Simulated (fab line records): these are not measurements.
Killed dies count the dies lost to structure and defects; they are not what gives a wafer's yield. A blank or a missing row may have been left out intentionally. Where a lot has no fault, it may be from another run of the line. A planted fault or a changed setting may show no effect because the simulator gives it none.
fab line records	flow sky130	part 1 of 2: steps 1 to 24 of 33
[record] lots = 5	wafers = 15	lastDay = 49
route steps=708 shown SONOS_ONO@173 GATE_OXIDE@187 POLY_GATE@204
lots that met no fault: taken from a fault-free run of the same line
startH: start of the lot's first displayed wafer, in hours after the record's first day	waitH: how many hours have passed since the lot's step before this one	" unchanged from the row above	L1.1+2: several wafers, shown together as one row	- no value, or no start given	* or withheld: withheld	< > ~ a bound
route shown NAME@n: NAME is a module with steps in the file, n the number in the route of the first one	usual: the fault-free wafers' mean and standard deviation	same: alike in all rows	chamber/n: place in a boat	sites: each site's reading	_std_site: how widely they spread, as a standard deviation	_edge_site: inner sites' mean taken away from outer sites' mean	radiusMm: how far each site lies from the wafer's centre	mask NAME#n: copy n	behind: the last tool/chamber to shape the wafer	hold: why the lot was held/for how many hours/how that ended	device: whichever transistor did not switch (one of n, p or np)	end of line: tests run on the same wafers once the route is complete	for a step that has no rows: nothing shown but its recipe	killed: the dies lost at the first sort to structure and to defects; this is not the yield of the wafer	map: dies across one wafer; x = killed, . = not, _ = none there
set.NAME: the setting that was run; set.NAME@STEP: the one run at that earlier step	model.NAME: the simulator's own value behind a step, which no gauge read
a table for each step, a row for each wafer; lots at some steps of the route
services: when a tool's chamber went out of use (startH, in hours from the record's first day, below 0 if earlier), for how many hours, and the reason
[[steps]]
[step SKY_SONOS_ONO_THK_MEAS_05]
[recipe] reads = SiO2_of_SONOS_ONO_CVD_04
[usual] SONOS_ONO_CVD_04_THK = 5.87/0.13
lot.wafer	tool	chamber	startH	waitH	SONOS_ONO_CVD_04_THK[nm]
L081.1	filmMetro-01	-	312.92	0.0	5.76
L081.4	"	-	"	"	5.67
L081.5	"	-	"	"	5.84
L082.1	filmMetro-03	-	327.52	0.0	5.83
L082.5	"	-	"	"	6.00
L082.6	"	-	"	"	5.80
L089.1	filmMetro-01	-	383.20	0.0	5.89
L089.3	"	-	"	"	5.89
L089.4	"	-	"	"	5.90
L091.2	filmMetro-03	-	388.67	0.0	5.77
L091.5	"	-	"	"	5.86
L091.6	"	-	"	"	5.81
L094.3	filmMetro-01	-	417.31	0.0	5.85
L094.4	"	-	"	"	5.77
L094.5	"	-	"	"	5.97
[step SKY_SONOS_ONO_DEHYDRATE_06]
[recipe] tempC = 200	timeS = 60
[usual] exhaustPa = 45.0/0.84	plateTempC = 200.02/0.17
lot.wafer	tool	chamber	startH	waitH	exhaustPa	plateTempC
L081.1	lithoTrack-02	0	325.22	12.3	44.2	199.79
L081.4	"	0	"	"	45.8	199.95
L081.5	"	0	"	"	45.6	199.99
L082.1	lithoTrack-03	0	340.61	13.1	44.0	199.91
L082.5	"	0	"	"	43.9	199.81
L082.6	"	0	"	"	45.2	199.78
L089.1	lithoTrack-01	0	397.23	14.0	43.8	199.77
L089.3	"	0	"	"	44.6	200.29
L089.4	"	0	"	"	44.4	200.03
L091.2	lithoTrack-03	0	403.19	14.5	45.3	200.35
L091.5	"	0	"	"	45.6	200.30
L091.6	"	0	"	"	44.0	200.28
L094.3	lithoTrack-03	0	432.46	15.1	45.2	200.02
L094.4	"	0	"	"	44.7	200.19
L094.5	"	0	"	"	43.7	199.94
[step SKY_SONOS_ONO_HMDS_07]
[recipe] primeTimeS = 60	primeTempC = 120
[usual] exhaustPa = 45.0/0.8
lot.wafer	tool	chamber	startH	waitH	exhaustPa
L081.1	lithoTrack-02	0	325.37	0.1	43.8
L081.4	"	0	"	"	44.9
L081.5	"	0	"	"	45.3
L082.1	lithoTrack-03	0	340.76	0.1	44.9
L082.5	"	0	"	"	46.3
L082.6	"	0	"	"	45.5
L089.1	lithoTrack-01	0	397.38	0.1	45.7
L089.3	"	0	"	"	45.4
L089.4	"	0	"	"	44.9
L091.2	lithoTrack-03	0	403.34	0.1	44.6
L091.5	"	0	"	"	44.5
L091.6	"	0	"	"	45.3
L094.3	lithoTrack-03	0	432.61	0.1	45.4
L094.4	"	0	"	"	45.2
L094.5	"	0	"	"	44.5
[step SKY_SONOS_ONO_COAT_08]
[recipe] resist = NOVOLAK	spinRpm = 3000	resistThkNm = 1140
[usual] exhaustPa = 45.2/0.83
lot.wafer	tool	chamber	startH	waitH	exhaustPa
L081.1	lithoTrack-02	0	325.52	0.1	46.4
L081.4	"	0	"	"	46.5
L081.5	"	0	"	"	46.3
L082.1	lithoTrack-03	0	340.91	0.1	45.3
L082.5	"	0	"	"	45.0
L082.6	"	0	"	"	46.2
L089.1	lithoTrack-01	0	397.53	0.1	47.0
L089.3	"	0	"	"	44.3
L089.4	"	0	"	"	47.0
L091.2	lithoTrack-03	0	403.49	0.1	46.1
L091.5	"	0	"	"	44.8
L091.6	"	0	"	"	45.6
L094.3	lithoTrack-03	0	432.76	0.1	45.4
L094.4	"	0	"	"	46.0
L094.5	"	0	"	"	43.1
[step SKY_SONOS_ONO_SOFTBAKE_09]
[recipe] tempC = 90	timeS = 60	resist = NOVOLAK
[usual] exhaustPa = 45.0/0.83	plateTempC = 90.01/0.13
lot.wafer	tool	chamber	startH	waitH	exhaustPa	plateTempC
L081.1	lithoTrack-02	0	325.67	0.1	45.6	90.14
L081.4	"	0	"	"	45.3	90.26
L081.5	"	0	"	"	45.2	89.89
L082.1	lithoTrack-03	0	341.06	0.1	45.4	89.94
L082.5	"	0	"	"	44.5	89.96
L082.6	"	0	"	"	45.2	90.09
L089.1	lithoTrack-01	0	397.68	0.1	44.5	89.86
L089.3	"	0	"	"	45.8	89.86
L089.4	"	0	"	"	45.3	89.89
L091.2	lithoTrack-03	0	403.64	0.1	44.4	90.17
L091.5	"	0	"	"	44.5	90.12
L091.6	"	0	"	"	44.6	90.21
L094.3	lithoTrack-03	0	432.91	0.1	44.3	90.13
L094.4	"	0	"	"	45.9	89.97
L094.5	"	0	"	"	45.0	90.04
[step SKY_SONOS_ONO_EXPOSE_10]
[recipe] maskId = ONOM	targetCdNm = 410	na = 0.6	sourceShape = conventional	sigmaOuter = 0.6	doseMj = 150
[usual] reticleTempC = 23.03/0.1
lot.wafer	tool	chamber	startH	waitH	mask	reticleTempC
L081.1	ilineStepper-02	0	-	-	ONOM#0	22.89
L081.4	"	0	"	"	ONOM#0	22.80
L081.5	"	0	"	"	ONOM#0	23.06
L082.1	ilineStepper-01	0	-	-	ONOM#0	23.08
L082.5	"	0	"	"	ONOM#0	23.07
L082.6	"	0	"	"	ONOM#0	22.96
L089.1	ilineStepper-02	0	-	-	ONOM#0	23.08
L089.3	"	0	"	"	ONOM#0	22.94
L089.4	"	0	"	"	ONOM#0	23.12
L091.2	ilineStepper-02	0	-	-	ONOM#0	23.06
L091.5	"	0	"	"	ONOM#0	22.90
L091.6	"	0	"	"	ONOM#0	23.07
L094.3	ilineStepper-01	0	-	-	ONOM#0	23.10
L094.4	"	0	"	"	ONOM#0	23.09
L094.5	"	0	"	"	ONOM#0	23.13
[step SKY_SONOS_ONO_PEB_11]
[recipe] tempC = withheld	timeS = *	resist = NOVOLAK
[usual] exhaustPa = 45.1/0.87
lot.wafer	tool	chamber	startH	waitH	exhaustPa
L081.1	lithoTrack-02	0	-	-	45.3
L081.4	"	0	"	"	44.7
L081.5	"	0	"	"	45.2
L082.1	lithoTrack-03	0	-	-	46.2
L082.5	"	0	"	"	43.6
L082.6	"	0	"	"	45.1
L089.1	lithoTrack-03	0	-	-	45.8
L089.3	"	0	"	"	45.7
L089.4	"	0	"	"	44.9
L091.2	lithoTrack-03	0	-	-	44.0
L091.5	"	0	"	"	43.8
L091.6	"	0	"	"	45.0
L094.3	lithoTrack-03	0	-	-	46.5
L094.4	"	0	"	"	46.2
L094.5	"	0	"	"	46.2
[step SKY_SONOS_ONO_DEVELOP_12]
[recipe] developTimeS = 60	devTempC = 23
[usual] exhaustPa = 45.1/0.86
lot.wafer	tool	chamber	startH	waitH	exhaustPa
L081.1	lithoTrack-02	0	339.17	0.1	44.8
L081.4	"	0	"	"	44.3
L081.5	"	0	"	"	45.8
L082.1	lithoTrack-03	0	355.21	0.1	45.6
L082.5	"	0	"	"	44.5
L082.6	"	0	"	"	44.9
L089.1	lithoTrack-03	0	411.46	0.1	44.9
L089.3	"	0	"	"	46.5
L089.4	"	0	"	"	44.7
L091.2	lithoTrack-03	0	417.49	0.1	44.7
L091.5	"	0	"	"	45.6
L091.6	"	0	"	"	46.3
L094.3	lithoTrack-03	0	447.26	0.1	46.5
L094.4	"	0	"	"	45.3
L094.5	"	0	"	"	46.0
[step SKY_SONOS_ONO_CD_MEAS_13]
[recipe] targetCdNm = 410
[usual] cdNm = 409.5/2.2
lot.wafer	tool	chamber	startH	waitH	cdNm
L081.1	cdSem-01	-	339.32	0.1	409.0
L081.4	"	-	"	"	405.9
L081.5	"	-	"	"	406.3
L082.1	cdSem-01	-	355.36	0.1	410.8
L082.5	"	-	"	"	407.1
L082.6	"	-	"	"	409.2
L089.1	cdSem-01	-	411.61	0.1	409.2
L089.3	"	-	"	"	408.7
L089.4	"	-	"	"	409.3
L091.2	cdSem-01	-	417.63	0.1	410.2
L091.5	"	-	"	"	412.2
L091.6	"	-	"	"	410.8
L094.3	cdSem-02	-	447.40	0.1	407.6
L094.4	"	-	"	"	406.0
L094.5	"	-	"	"	406.8
[step SKY_SONOS_ONO_OVL_MEAS_14]
[usual] SONOS_ONO_OVL = 0.0/1.6
lot.wafer	tool	chamber	startH	waitH	SONOS_ONO_OVL[nm]
L081.1	overlay-02	-	339.44	0.1	2.5
L081.4	"	-	"	"	1.8
L081.5	"	-	"	"	2.7
L082.1	overlay-02	-	355.48	0.1	2.9
L082.5	"	-	"	"	0.1
L082.6	"	-	"	"	2.6
L089.1	overlay-01	-	411.73	0.1	2.0
L089.3	"	-	"	"	-0.3
L089.4	"	-	"	"	-0.1
L091.2	overlay-02	-	417.74	0.1	1.1
L091.5	"	-	"	"	1.8
L091.6	"	-	"	"	2.3
L094.3	overlay-02	-	447.49	0.1	-0.4
L094.4	"	-	"	"	-0.9
L094.5	"	-	"	"	-1.9
[step SKY_SONOS_ONO_ETCH_15]
[recipe] targetDepthNm = 19.52	chemistry = CHF3/O2	sourceW = 600	biasW = 200	pressureMtorr = 40	chf3FlowSccm = 50	O2_flow_sccm = 5	timeS = 7.8
[usual] drypumpMotorCurrentA = 5.8/0.39	oesProductAu = 1.003/0.0092	throttleValvePct = 8.826/0.0082
lot.wafer	tool	chamber	startH	waitH	drypumpMotorCurrentA	oesProductAu	rfHoursCounterH	throttleValvePct
L081.1	rieDiel-04	1	339.47	0.0	5.0	1.014	115	8.829
L081.4	"	3	"	"	5.6	1.011	6	8.828
L081.5	"	1	"	"	5.0	1.019	-	8.838
L082.1	rieDiel-04	1	355.52	0.0	5.0	1.018	115	8.832
L082.5	"	0	"	"	5.2	0.999	-	8.817
L082.6	"	3	"	"	5.6	1.004	-	8.817
L089.1	rieDiel-04	1	411.77	0.0	4.9	1.001	0	8.832
L089.3	"	3	"	"	5.6	1.013	8	8.827
L089.4	"	0	"	"	5.2	1.010	32	8.846
L091.2	rieDiel-01	1	417.77	0.0	6.0	1.018	36	8.843
L091.5	"	3	"	"	6.2	1.003	-	8.820
L091.6	"	0	"	"	5.6	0.999	-	8.819
L094.3	rieDiel-01	0	447.52	0.0	5.6	0.994	4	8.821
L094.4	"	1	"	"	6.0	1.011	37	8.835
L094.5	"	0	"	"	5.6	0.996	-	8.827
[step SKY_SONOS_ONO_WET_ETCH_16]
[recipe] chemistry = dHF	targetDepthNm = 14	dry = n2Spin	target = SiO2	dilution = 100:1	tempC = 25	timeS = 280
lot.wafer	tool	chamber	startH	waitH
L081.1+4+5	wetBench-03	2	339.49	0.0
L082.1+5+6	wetBench-03	0	355.54	0.0
L089.1+3+4	wetBench-03	0	411.79	0.0
L091.2+5+6	wetBench-02	3	417.79	0.0
L094.3+4+5	wetBench-04	1	447.54	0.0
[step SKY_SONOS_ONO_STRIP_17]
[recipe] chemistry = O2/N2	powerW = 1400	pressureMtorr = 1500	platenTempC = withheld	o2FlowSccm = 3000	n2FlowSccm = 300	overashFraction = 0.5
[usual] drypumpMotorCurrentA = 6.02/0.29	oesProductAu = 0.709/0.005	stripTimeToEndpointS = 14.11/0.044
lot.wafer	tool	chamber	startH	waitH	drypumpMotorCurrentA	oesProductAu	rfHoursCounterH	stripTimeToEndpointS
L081.1	plasmaAsher-04	0	339.59	0.0	6.00	0.709	65	14.10
L081.4	"	1	"	"	6.29	0.711	-	14.11
L081.5	"	0	"	"	5.97	0.707	-	14.12
L082.1	plasmaAsher-03	1	355.63	0.0	5.79	0.710	23	14.07
L082.5	"	1	"	"	5.80	0.706	-	14.08
L082.6	"	0	"	"	6.46	0.693	-	14.15
L089.1	plasmaAsher-02	0	411.88	0.0	5.95	0.708	72	14.15
L089.3	"	1	"	"	5.55	0.716	-	14.18
L089.4	"	0	"	"	5.96	0.710	-	14.19
L091.2	plasmaAsher-04	1	417.96	0.0	6.30	0.712	71	14.11
L091.5	"	0	"	"	5.99	0.704	-	14.12
L091.6	"	1	"	"	6.28	0.707	-	14.12
L094.3	plasmaAsher-03	1	447.66	0.0	5.78	0.713	-	14.05
L094.4	"	0	"	"	6.48	0.714	-	14.07
L094.5	"	1	"	"	5.80	0.712	-	14.05
[step SKY_SONOS_ONO_WET_ETCH_18]
[recipe] chemistry = H3PO4	targetDepthNm = 15	target = Si3N4	tempC = 160	timeS = 172
[usual] bathGuardTempC = 160.2/0.46
lot.wafer	tool	chamber	startH	waitH	bathGuardTempC
L081.1	wetBench-04	0	339.69	0.1	159.8
L081.4	"	0	"	"	159.6
L081.5	"	0	"	"	159.7
L082.1	wetBench-03	0	355.73	0.1	160.1
L082.5	"	0	"	"	160.0
L082.6	"	0	"	"	160.0
L089.1	wetBench-02	3	411.98	0.1	160.5
L089.3	"	3	"	"	159.7
L089.4	"	3	"	"	160.0
L091.2	wetBench-03	0	418.06	0.1	159.9
L091.5	"	0	"	"	160.2
L091.6	"	0	"	"	160.4
L094.3	wetBench-03	1	447.73	0.0	160.4
L094.4	"	1	"	"	160.3
L094.5	"	1	"	"	160.4
[step SKY_GATE_OXIDE_CLEAN_00]
[recipe] chemistry = SC1/SC2	mix = 1:4:20	tempC = 70	timeS = 150	dry = n2Spin
[usual] bathGuardTempC = 70.1/0.56
lot.wafer	tool	chamber	startH	waitH	bathGuardTempC
L081.1	wetBench-03	2	339.75	0.0	70.8
L081.4	"	2	"	"	70.8
L081.5	"	2	"	"	70.7
L082.1	wetBench-02	1	355.80	0.0	69.3
L082.5	"	1	"	"	69.6
L082.6	"	1	"	"	69.0
L089.1	wetBench-03	1	412.10	0.0	69.8
L089.3	"	1	"	"	70.0
L089.4	"	1	"	"	69.8
L091.2	wetBench-02	0	418.12	0.0	69.9
L091.5	"	0	"	"	70.0
L091.6	"	0	"	"	70.0
L094.3	wetBench-04	0	447.78	0.0	69.8
L094.4	"	0	"	"	69.5
L094.5	"	0	"	"	69.6
[step SKY_GATE_OXIDE_OXIDATION_01]
[recipe] tempC = 900	ambient = O2	stabiliseS = 600	purgeS = 300	targetThkA = 102.68	oxTimeS = 1453
[usual] spikeTcBottomC = 919.8/1.1	tube_center_temp_C_max = 902.3/0.37
lot.wafer	tool	chamber	startH	waitH	spikeTcBottomC	tube_center_temp_C_max
L081.1	furnace-02	0	339.82	0.0	919.0	903.0
L081.4	"	0	"	"	917.7	902.0
L081.5	"	0	"	"	918.7	902.1
L082.1	furnace-02	0	357.16	1.3	920.7	902.3
L082.5	"	0	"	"	920.3	902.1
L082.6	"	0	"	"	919.7	902.7
L089.1	furnace-02	0	414.56	2.4	922.1	902.5
L089.3	"	0	"	"	918.8	902.1
L089.4	"	0	"	"	919.4	902.7
L091.2	furnace-02	0	418.67	0.4	919.4	902.1
L091.5	"	0	"	"	919.7	902.9
L091.6	"	0	"	"	921.8	902.2
L094.3	furnace-01	0	448.25	0.4	919.3	902.0
L094.4	"	0	"	"	919.2	903.0
L094.5	"	0	"	"	918.4	903.1
[step SKY_GATE_OXIDE_THK_MEAS_02]
[recipe] reads = SiO2_of_GATE_OXIDE_OXIDATION_01
[usual] GATE_OXIDE_OXIDATION_00_THK = 10.22/0.18
lot.wafer	tool	chamber	startH	waitH	GATE_OXIDE_OXIDATION_00_THK[nm]
L081.1	filmMetro-03	-	341.23	0.0	10.38
L081.4	"	-	"	"	10.33
L081.5	"	-	"	"	10.31
L082.1	filmMetro-02	-	358.57	0.0	10.28
L082.5	"	-	"	"	10.23
L082.6	"	-	"	"	10.04
L089.1	filmMetro-04	-	415.97	0.0	10.64
L089.3	"	-	"	"	10.49
L089.4	"	-	"	"	10.48
L091.2	filmMetro-03	-	420.09	0.0	10.04
L091.5	"	-	"	"	10.01
L091.6	"	-	"	"	10.16
L094.3	filmMetro-04	-	449.68	0.0	10.11
L094.4	"	-	"	"	10.04
L094.5	"	-	"	"	10.14
[step SKY_GATE_OXIDE_DEHYDRATE_03]
[recipe] tempC = 200	timeS = 60
[usual] exhaustPa = 45.0/0.79	plateTempC = 199.99/0.17
lot.wafer	tool	chamber	startH	waitH	exhaustPa	plateTempC
L081.1	lithoTrack-01	0	354.48	13.2	45.3	200.06
L081.4	"	0	"	"	44.9	199.89
L081.5	"	0	"	"	44.2	199.87
L082.1	lithoTrack-01	0	372.68	14.1	45.5	200.09
L082.5	"	0	"	"	44.7	200.40
L082.6	"	0	"	"	45.4	199.96
L089.1	lithoTrack-04	0	431.15	15.2	44.7	200.03
L089.3	"	0	"	"	46.0	199.89
L089.4	"	0	"	"	45.7	199.85
L091.2	lithoTrack-02	0	435.59	15.5	45.4	199.83
L091.5	"	0	"	"	45.1	199.74
L091.6	"	0	"	"	44.5	200.03
L094.3	lithoTrack-01	0	464.97	15.3	45.0	200.07
L094.4	"	0	"	"	45.9	200.15
L094.5	"	0	"	"	46.5	199.91
[step SKY_GATE_OXIDE_HMDS_04]
[recipe] primeTimeS = 60	primeTempC = 120
[usual] exhaustPa = 45.1/0.95
lot.wafer	tool	chamber	startH	waitH	exhaustPa
L081.1	lithoTrack-01	0	354.63	0.1	45.7
L081.4	"	0	"	"	46.2
L081.5	"	0	"	"	46.4
L082.1	lithoTrack-01	0	372.83	0.1	44.2
L082.5	"	0	"	"	45.4
L082.6	"	0	"	"	44.0
L089.1	lithoTrack-04	0	431.30	0.1	45.7
L089.3	"	0	"	"	45.2
L089.4	"	0	"	"	45.3
L091.2	lithoTrack-02	0	435.74	0.1	45.3
L091.5	"	0	"	"	46.0
L091.6	"	0	"	"	46.9
L094.3	lithoTrack-01	0	465.12	0.1	44.5
L094.4	"	0	"	"	44.5
L094.5	"	0	"	"	43.7
[step SKY_GATE_OXIDE_COAT_05]
[recipe] resist = NOVOLAK	spinRpm = 3000	resistThkNm = 1140
[usual] exhaustPa = 44.9/0.92
lot.wafer	tool	chamber	startH	waitH	exhaustPa
L081.1	lithoTrack-01	0	354.78	0.1	46.2
L081.4	"	0	"	"	45.7
L081.5	"	0	"	"	47.2
L082.1	lithoTrack-01	0	372.98	0.1	43.7
L082.5	"	0	"	"	44.1
L082.6	"	0	"	"	42.9
L089.1	lithoTrack-04	0	431.45	0.1	42.9
L089.3	"	0	"	"	42.3
L089.4	"	0	"	"	44.4
L091.2	lithoTrack-02	0	435.89	0.1	44.0
L091.5	"	0	"	"	43.8
L091.6	"	0	"	"	44.5
L094.3	lithoTrack-01	0	465.27	0.1	44.4
L094.4	"	0	"	"	44.1
L094.5	"	0	"	"	44.5
[step SKY_GATE_OXIDE_SOFTBAKE_06]
[recipe] tempC = 90	timeS = 60	resist = NOVOLAK
[usual] exhaustPa = 45.1/0.91	plateTempC = 90.01/0.13
lot.wafer	tool	chamber	startH	waitH	exhaustPa	plateTempC
L081.1	lithoTrack-01	0	354.93	0.1	43.5	90.06
L081.4	"	0	"	"	44.8	90.12
L081.5	"	0	"	"	45.9	90.12
L082.1	lithoTrack-01	0	373.13	0.1	44.3	89.98
L082.5	"	0	"	"	44.8	90.01
L082.6	"	0	"	"	44.7	89.99
L089.1	lithoTrack-04	0	431.60	0.1	44.5	89.93
L089.3	"	0	"	"	44.3	90.10
L089.4	"	0	"	"	46.0	90.18
L091.2	lithoTrack-02	0	436.04	0.1	45.7	90.24
L091.5	"	0	"	"	46.0	90.07
L091.6	"	0	"	"	45.3	89.89
L094.3	lithoTrack-01	0	465.42	0.1	42.9	90.14
L094.4	"	0	"	"	43.1	90.02
L094.5	"	0	"	"	44.6	89.99
[step SKY_GATE_OXIDE_EXPOSE_07]
[recipe] maskId = LVOM	na = 0.6	sourceShape = conventional	sigmaOuter = 0.6	polarization = unpolarized	targetCdNm = 600	doseMj = 170
[usual] reticleTempC = 23.02/0.1
lot.wafer	tool	chamber	startH	waitH	mask	reticleTempC
L081.1	ilineStepper-02	0	-	-	LVOM#0	23.03
L081.4	"	0	"	"	LVOM#0	22.98
L081.5	"	0	"	"	LVOM#0	23.01
L082.1	ilineStepper-01	0	-	-	LVOM#0	23.08
L082.5	"	0	"	"	LVOM#0	22.81
L082.6	"	0	"	"	LVOM#0	22.96
L089.1	ilineStepper-02	0	-	-	LVOM#0	23.06
L089.3	"	0	"	"	LVOM#0	23.35
L089.4	"	0	"	"	LVOM#0	23.05
L091.2	ilineStepper-01	0	-	-	LVOM#0	23.14
L091.5	"	0	"	"	LVOM#0	23.10
L091.6	"	0	"	"	LVOM#0	23.03
L094.3	ilineStepper-01	0	-	-	LVOM#0	22.93
L094.4	"	0	"	"	LVOM#0	23.03
L094.5	"	0	"	"	LVOM#0	22.92
[step SKY_GATE_OXIDE_PEB_08]
[recipe] tempC = withheld	timeS = *	resist = NOVOLAK
[usual] exhaustPa = 45.1/0.97
lot.wafer	tool	chamber	startH	waitH	exhaustPa
L081.1	lithoTrack-01	0	-	-	45.3
L081.4	"	0	"	"	44.6
L081.5	"	0	"	"	45.0
L082.1	lithoTrack-02	0	-	-	44.8
L082.5	"	0	"	"	45.5
L082.6	"	0	"	"	44.5
L089.1	lithoTrack-01	0	-	-	45.8
L089.3	"	0	"	"	45.8
L089.4	"	0	"	"	44.6
L091.2	lithoTrack-04	0	-	-	46.2
L091.5	"	0	"	"	44.7
L091.6	"	0	"	"	44.9
L094.3	lithoTrack-04	0	-	-	43.2
L094.4	"	0	"	"	44.4
L094.5	"	0	"	"	45.6
[step SKY_GATE_OXIDE_DEVELOP_09]
[recipe] resist = NOVOLAK	developer = TMAH	developTimeS = 60	devTempC = 23
[usual] exhaustPa = 45.1/0.85
lot.wafer	tool	chamber	startH	waitH	exhaustPa
L081.1	lithoTrack-01	0	369.33	0.1	44.6
L081.4	"	0	"	"	46.0
L081.5	"	0	"	"	45.8
L082.1	lithoTrack-02	0	386.42	0.1	45.7
L082.5	"	0	"	"	44.8
L082.6	"	0	"	"	45.6
L089.1	lithoTrack-01	0	446.07	0.1	46.5
L089.3	"	0	"	"	45.1
L089.4	"	0	"	"	46.8
L091.2	lithoTrack-04	0	450.52	0.1	44.8
L091.5	"	0	"	"	44.0
L091.6	"	0	"	"	47.2
L094.3	lithoTrack-04	0	479.80	0.1	45.4
L094.4	"	0	"	"	45.2
L094.5	"	0	"	"	44.5
